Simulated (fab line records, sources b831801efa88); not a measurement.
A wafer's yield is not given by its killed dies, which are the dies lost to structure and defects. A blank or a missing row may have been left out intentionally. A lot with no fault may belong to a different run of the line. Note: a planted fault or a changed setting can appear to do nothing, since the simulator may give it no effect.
Matching of chambers -- flow sky130 -- SKY_VIA1_CMP_24 on cmp-01: 4 sister chambers
The step polishes, stops on SiO2, t overpolish 15 s, target thk 0 nm. 8 wafers are shown with their chamber, then 7 later ones without.

== WAFERS PAIRED WITH THEIR CHAMBERS ==
wafer,chamber,motor_current_A (A),time_to_endpoint_s (s)
L075.3,0,9.9,62
L076.5,1,12.1,70
L077.5,3,11.7,64
L077.6,0,10.8,64
L080.4,1,12.6,76
L080.6,2,9.7,68
L085.2,3,11.8,65
L085.3,2,9.1,65

== WAFERS WITHOUT THEIR CHAMBER ==
wafer,motor_current_A (A),time_to_endpoint_s (s)
L085.4,11.8,70
L086.4,10.2,64
L086.5,9.5,71
L086.6,11.4,72
L094.4,11.8,71
L094.5,11.2,74
L094.6,10.5,62

== CHAMBER TAKEN BY EACH ==
wafer,from the rows above,in truth
L085.4,can't be placed: 1 or 3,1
L086.4,can't be placed: 0 or 2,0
L086.5,can't be placed: 2 or 0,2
L086.6,can't be placed: 1 or 3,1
L094.4,can't be placed: 1 or 3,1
L094.5,can't be placed: 1 or 3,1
L094.6,0,0
1 of 7 placed correctly. Cannot be placed on the basis of these rows: 6; the candidates contain the true chamber in 6. Wrongly placed: 0.
How it was worked out, from the rows above alone: a wafer's distance from a chamber is the root of the sum, over the readings, of the square of ((its reading less the chamber's mean) divided by the reading's scatter). The wafer belongs to the nearest chamber; if the next one is less than 2 further off, it can't be placed. The mean given for a chamber averages the wafers shown for that chamber. How the scatter is found: for the shown wafers, subtract from each reading the mean of its chamber, square and add these, divide the total by (wafers less chambers), then take the root.
